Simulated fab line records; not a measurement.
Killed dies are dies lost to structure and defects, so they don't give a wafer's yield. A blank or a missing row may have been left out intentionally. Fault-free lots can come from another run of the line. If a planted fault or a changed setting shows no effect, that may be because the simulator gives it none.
Matching of chambers + flow gf180mcu + GF_V3_CMP_26 on cmp-02: 4 sister chambers
The step polishes, stops on SiO2, t overpolish 15 s, target thk 0 nm. 8 wafers are shown with their chamber, then 8 later ones without.

== WAFERS WITH THEIR CHAMBER ==
| wafer  | chamber | motorCurrentA (A) | timeToEndpointS (s) |
|--------|---------|-------------------|---------------------|
| L542.4 | 1       | 9.5               | 83                  |
| L543.4 | 2       | 9.1               | 82                  |
| L550.2 | 3       | 10.7              | 75                  |
| L550.5 | 2       | 9.0               | 86                  |
| L550.6 | 3       | 11.0              | 82                  |
| L552.2 | 1       | 9.6               | 81                  |
| L552.5 | 0       | 12.4              | 88                  |
| L556.1 | 0       | 12.3              | 82                  |

== WAFERS MISSING THEIR CHAMBER ==
| wafer  | motorCurrentA (A) | timeToEndpointS (s) |
|--------|-------------------|---------------------|
| L556.2 | 9.5               | 78                  |
| L556.5 | 12.1              | 85                  |
| L558.1 | 10.8              | 77                  |
| L558.2 | 9.5               | 83                  |
| L558.6 | 10.8              | 77                  |
| L560.1 | 12.8              | 83                  |
| L560.3 | 9.2               | 84                  |
| L560.5 | 11.6              | 79                  |

== EACH ONE'S CHAMBER ==
| wafer  | from the rows above     | in truth                   |
|--------|-------------------------|----------------------------|
| L556.2 | 1                       | 1                          |
| L556.5 | 0                       | 0                          |
| L558.1 | 3                       | 3                          |
| L558.2 | 1                       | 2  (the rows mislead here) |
| L558.6 | 3                       | 3                          |
| L560.1 | 0                       | 0                          |
| L560.3 | can't be placed: 2 or 1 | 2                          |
| L560.5 | can't be placed: 3 or 0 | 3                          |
5 of 8 placed correctly. Not placeable from these rows: 2 (in 2, the candidates include the true chamber). Number placed wrongly: 1.
How it was worked out, from the rows above alone: a wafer's distance from a chamber is the root of the sum, over the readings, of the square of ((its reading less the chamber's mean) divided by the reading's scatter). If the next closest chamber is less than 2 further off than the closest, the wafer can't be placed; otherwise it belongs to the closest. For every chamber, the mean is computed from those of its wafers that are shown. The scatter: the root of (the sum of the squares of (reading less its chamber's mean) over the shown wafers, divided by (wafers less chambers)).
